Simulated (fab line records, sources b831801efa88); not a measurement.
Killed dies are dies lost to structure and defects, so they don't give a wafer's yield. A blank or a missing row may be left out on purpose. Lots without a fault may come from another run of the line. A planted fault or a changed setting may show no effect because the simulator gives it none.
Which tool did it? | flow gf180mcu | 24 lots, 72 wafers sampled, at 4 steps of a route of 602

WHAT THE GAUGES READ, wafer by wafer
GF_M2_RS_MEAS_05: measures by four-point-probe. Usual: M2_ALCU_RS 0.0698 ohm/sq, standard deviation 0.00057.
lot  | measured     | on            | M2_ALCU_RS (ohm/sq)  | flag
L074 | day 18 08:46 | film_metro-03 | 0.0703 0.0695 0.0695 |
L075 | day 18 16:35 | film_metro-03 | 0.0710 0.0705 0.0698 |
L077 | day 19 03:07 | film_metro-03 | 0.0695 0.0698 0.0694 |
L076 | day 19 03:55 | film_metro-03 | 0.0698 0.0695 0.0699 |
L078 | day 19 21:50 | film_metro-04 | 0.0697 0.0695 0.0703 |
L079 | day 19 23:38 | film_metro-04 | 0.0702 0.0701 0.0701 |
L080 | day 20 08:11 | film_metro-04 | 0.0697 0.0698 0.0701 |
L081 | day 20 14:11 | film_metro-03 | 0.0704 0.0709 0.0705 |
L082 | day 21 01:02 | film_metro-02 | 0.0707 0.0703 0.0711 |
L083 | day 21 16:44 | film_metro-03 | 0.0706 0.0707 0.0702 |
L084 | day 21 19:14 | film_metro-04 | 0.0700 0.0694 0.0696 |
L085 | day 21 21:49 | film_metro-03 | 0.0695 0.0693 0.0701 |
L086 | day 22 12:28 | film_metro-02 | 0.0695 0.0697 0.0689 |
L087 | day 22 21:54 | film_metro-04 | 0.0692 0.0693 0.0690 |
L088 | day 23 02:45 | film_metro-02 | 0.0710 0.0709 0.0705 |
L089 | day 23 10:17 | film_metro-02 | 0.0700 0.0697 0.0693 |
L090 | day 23 15:56 | film_metro-03 | 0.0700 0.0696 0.0700 |
L091 | day 24 06:42 | film_metro-04 | 0.0698 0.0692 0.0697 |
L092 | day 24 16:25 | film_metro-04 | 0.0699 0.0698 0.0693 |
L093 | day 24 21:29 | film_metro-04 | 0.0691 0.0690 0.0691 |
L094 | day 25 14:43 | film_metro-04 | 0.0693 0.0688 0.0698 |
L096 | day 26 01:10 | film_metro-04 | 0.0694 0.0692 0.0695 |
L095 | day 26 04:11 | film_metro-04 | 0.0695 0.0692 0.0692 |
L097 | day 26 08:41 | film_metro-03 | 0.0696 0.0700 0.0697 |

GF_V5_THK_MEAS_03. Usual: V5_CVD_02_THK 1448 nm, standard deviation 16.
lot  | measured     | on            | V5_CVD_02_THK (nm) | flag
L074 | day 26 09:35 | film_metro-04 | 1418 1441 1454     |
L075 | day 26 17:37 | film_metro-02 | 1430 1463 1453     |
L077 | day 27 03:18 | film_metro-01 | 1424 1412 1444     |
L076 | day 27 04:02 | film_metro-01 | 1461 1448 1469     |
L078 | day 27 20:04 | film_metro-04 | 1439 1444 1466     |
L079 | day 27 20:43 | film_metro-02 | 1434 1444 1478     |
L080 | day 28 03:57 | film_metro-02 | 1451 1458 1462     |
L081 | day 28 07:34 | film_metro-02 | 1433 1450 1440     |
L082 | day 28 19:24 | film_metro-01 | 1445 1445 1467     |
L083 | day 29 06:04 | film_metro-01 | 1438 1420 1419     |
L084 | day 29 10:46 | film_metro-04 | 1461 1444 1452     |
L085 | day 29 13:12 | film_metro-04 | 1428 1456 1476     |
L086 | day 30 00:55 | film_metro-01 | 1429 1431 1470     |
L087 | day 30 07:01 | film_metro-01 | 1432 1456 1467     |
L088 | day 30 11:19 | film_metro-04 | 1431 1408 1443     |
L089 | day 30 17:17 | film_metro-01 | 1449 1446 1449     |
L090 | day 30 21:06 | film_metro-01 | 1427 1432 1464     |
L091 | day 31 09:40 | film_metro-01 | 1431 1439 1475     |
L092 | day 31 15:47 | film_metro-04 | 1456 1462 1457     |
L093 | day 31 22:10 | film_metro-02 | 1443 1461 1471     |
L094 | day 32 10:21 | film_metro-02 | 1438 1446 1437     |
L096 | day 32 18:25 | film_metro-04 | 1454 1444 1467     |
L095 | day 32 19:48 | film_metro-04 | 1415 1441 1459     |
L097 | day 33 02:12 | film_metro-02 | 1459 1436 1470     |

WHICH TOOL RAN EACH LOT (tool, then ch and the chambers of the sampled wafers, then the start)
lot  | GF_M1_SPUTTER_04             | GF_V2_ETCH_16
L074 | pvd_sputter-04, day 16 07:19 | rie_diel-03 ch 0,1,3, day 20 10:41
L075 | pvd_sputter-04, day 16 14:24 | rie_diel-03 ch 0,1,2, day 20 17:32
L077 | pvd_sputter-04, day 17 01:11 | rie_diel-01 ch 0,2,3, day 21 04:51
L076 | pvd_sputter-01, day 17 01:34 | rie_diel-03 ch 0,2,3, day 21 05:30
L078 | pvd_sputter-02, day 17 17:58 | rie_diel-04 ch 0,2,3, day 21 22:41
L079 | pvd_sputter-02, day 17 20:25 | rie_diel-03 ch 1,2,3, day 22 00:23
L080 | pvd_sputter-01, day 18 04:59 | rie_diel-04 ch 0,2,3, day 22 07:56
L081 | pvd_sputter-02, day 18 11:21 | rie_diel-03 ch 1,2,3, day 22 13:20
L082 | pvd_sputter-02, day 18 21:24 | rie_diel-01 ch 2,3, day 23 01:21
L083 | pvd_sputter-02, day 19 13:56 | rie_diel-04 ch 0,1,2, day 23 16:05
L084 | pvd_sputter-04, day 19 15:54 | rie_diel-03 ch 1,2, day 23 18:20
L085 | pvd_sputter-04, day 19 20:05 | rie_diel-03 ch 0,2,3, day 23 21:41
L086 | pvd_sputter-01, day 20 10:35 | rie_diel-01 ch 0,2,3, day 24 10:53
L087 | pvd_sputter-04, day 20 20:32 | rie_diel-01 ch 1,3, day 24 20:50
L088 | pvd_sputter-02, day 21 02:12 | rie_diel-01 ch 0,1,3, day 25 00:20
L089 | pvd_sputter-04, day 21 09:49 | rie_diel-03 ch 0,2,3, day 25 08:14
L090 | pvd_sputter-01, day 21 15:22 | rie_diel-03 ch 0,2,3, day 25 13:56
L091 | pvd_sputter-02, day 22 06:09 | rie_diel-04 ch 0,1,2, day 26 04:26
L092 | pvd_sputter-01, day 22 17:05 | rie_diel-04 ch 0,2,3, day 26 13:23
L093 | pvd_sputter-04, day 22 21:38 | rie_diel-03 ch 0,1,2, day 26 18:09
L094 | pvd_sputter-02, day 23 15:02 | rie_diel-04 ch 0,2,3, day 27 09:55
L096 | pvd_sputter-04, day 24 01:28 | rie_diel-03 ch 0,2,3, day 27 20:56
L095 | pvd_sputter-01, day 24 04:49 | rie_diel-03 ch 0,1,2, day 27 22:49
L097 | pvd_sputter-02, day 24 11:01 | rie_diel-03 ch 1,2, day 28 03:42
- GF_M1_SPUTTER_04: material TiN, target thk 50 nm, time 41.7 s.
- GF_V2_ETCH_16: etches BARC in N2/H2.

WHAT THE TOOLS THEMSELVES READ (means of the sampled wafers that have a number; where no wafer has one, the mark that the record gives instead)
GF_M1_SPUTTER_04. Usual: chamber_pressure_pa 0.3999 Pa, standard deviation 0.00077; throttle_valve_pct 29.8 %, standard deviation 1.4.
lot  | tool           | chamber_pressure_pa (Pa) | throttle_valve_pct (%) | flag
L074 | pvd_sputter-04 | 0.4001                   | 29.4                   |
L075 | pvd_sputter-04 | 0.4001                   | 29.7                   |
L077 | pvd_sputter-04 | 0.4002                   | 28.9                   |
L076 | pvd_sputter-01 | 0.3997                   | 29.7                   |
L078 | pvd_sputter-02 | 0.3995                   | 31.2                   |
L079 | pvd_sputter-02 | 0.4006                   | 31.2                   |
L080 | pvd_sputter-01 | 0.3995                   | 30.3                   |
L081 | pvd_sputter-02 | 0.4003                   | 29.9                   |
L082 | pvd_sputter-02 | 0.3999                   | 30.8                   |
L083 | pvd_sputter-02 | 0.3997                   | 29.9                   |
L084 | pvd_sputter-04 | 0.4005                   | 28.9                   |
L085 | pvd_sputter-04 | 0.3991                   | 29.0                   |
L086 | pvd_sputter-01 | 0.3994                   | 30.2                   |
L087 | pvd_sputter-04 | 0.4005                   | 29.6                   |
L088 | pvd_sputter-02 | 0.4001                   | 30.0                   |
L089 | pvd_sputter-04 | 0.4006                   | 29.7                   |
L090 | pvd_sputter-01 | 0.3997                   | 29.0                   |
L091 | pvd_sputter-02 | 0.3992                   | 30.9                   |
L092 | pvd_sputter-01 | 0.3992                   | 30.1                   |
L093 | pvd_sputter-04 | 0.4002                   | 28.9                   |
L094 | pvd_sputter-02 | 0.4000                   | 29.8                   |
L096 | pvd_sputter-04 | 0.4005                   | 29.8                   |
L095 | pvd_sputter-01 | 0.3999                   | 29.5                   |
L097 | pvd_sputter-02 | 0.3994                   | 31.0                   |

GF_V2_ETCH_16. Usual: drypump_motor_current_A 5.8 A, standard deviation 0.45; n2_flow_sccm 100.02 sccm, standard deviation 0.3; oes_product_au 0.854 a.u., standard deviation 0.0048; throttle_valve_pct 13.224 %, standard deviation 0.0097.
lot  | tool        | drypump_motor_current_A (A) | n2_flow_sccm (sccm) | oes_product_au (a.u.) | throttle_valve_pct (%) | flag
L074 | rie_diel-03 | 6.1                         | 100.11              | 0.853                 | 13.225                 |
L075 | rie_diel-03 | 5.9                         | 100.25              | 0.858                 | 13.221                 |
L077 | rie_diel-01 | 5.6                         | 100.27              | 0.855                 | 13.223                 |
L076 | rie_diel-03 | 6.1                         | 99.86               | 0.852                 | 13.220                 |
L078 | rie_diel-04 | 5.6                         | 99.98               | 0.856                 | 13.218                 |
L079 | rie_diel-03 | 6.0                         | 100.06              | 0.850                 | 13.223                 |
L080 | rie_diel-04 | 5.5                         | 99.89               | 0.852                 | 13.220                 |
L081 | rie_diel-03 | 6.0                         | 100.18              | 0.859                 | 13.218                 |
L082 | rie_diel-01 | 6.1                         | 100.23              | 0.853                 | 13.226                 |
L083 | rie_diel-04 | 5.3                         | 100.11              | 0.852                 | 13.226                 |
L084 | rie_diel-03 | 5.8                         | 100.34              | 0.856                 | 13.231                 |
L085 | rie_diel-03 | 6.1                         | 99.95               | 0.855                 | 13.231                 |
L086 | rie_diel-01 | 5.6                         | 99.79               | 0.857                 | 13.228                 |
L087 | rie_diel-01 | 5.7                         | 100.27              | 0.859                 | 13.231                 |
L088 | rie_diel-01 | 5.4                         | 99.84               | 0.854                 | 13.221                 |
L089 | rie_diel-03 | 6.1                         | 99.88               | 0.854                 | 13.218                 |
L090 | rie_diel-03 | 6.1                         | 100.10              | 0.855                 | 13.230                 |
L091 | rie_diel-04 | 5.4                         | 100.00              | 0.853                 | 13.214                 |
L092 | rie_diel-04 | 5.5                         | 100.18              | 0.859                 | 13.227                 |
L093 | rie_diel-03 | 5.9                         | 99.85               | 0.857                 | 13.221                 |
L094 | rie_diel-04 | 5.5                         | 100.17              | 0.853                 | 13.221                 |
L096 | rie_diel-03 | 6.1                         | 99.62               | 0.858                 | 13.221                 |
L095 | rie_diel-03 | 5.9                         | 99.93               | 0.849                 | 13.222                 |
L097 | rie_diel-03 | 5.8                         | 99.91               | 0.853                 | 13.216                 |

THE ANSWER, worked out from the rows above alone
Rule: a lot is off if the mean of its wafers that have a number lies more than 3 standard deviations from the usual mean. A lot without any number at a reading at which 4 lots or more have one is off too. The other lots that the step has rows for count as sound. The gauges are gone through in route order, then the tools' own readings, and for those a lot's mean is taken as printed above. The first step at which some lot is off is used, and at that step the reading that is off furthest; a lot without a number counts as furthest.
No lot is off at any reading shown: from this, nothing can be told.

WHAT THE SIMULATOR HAD PUT IN
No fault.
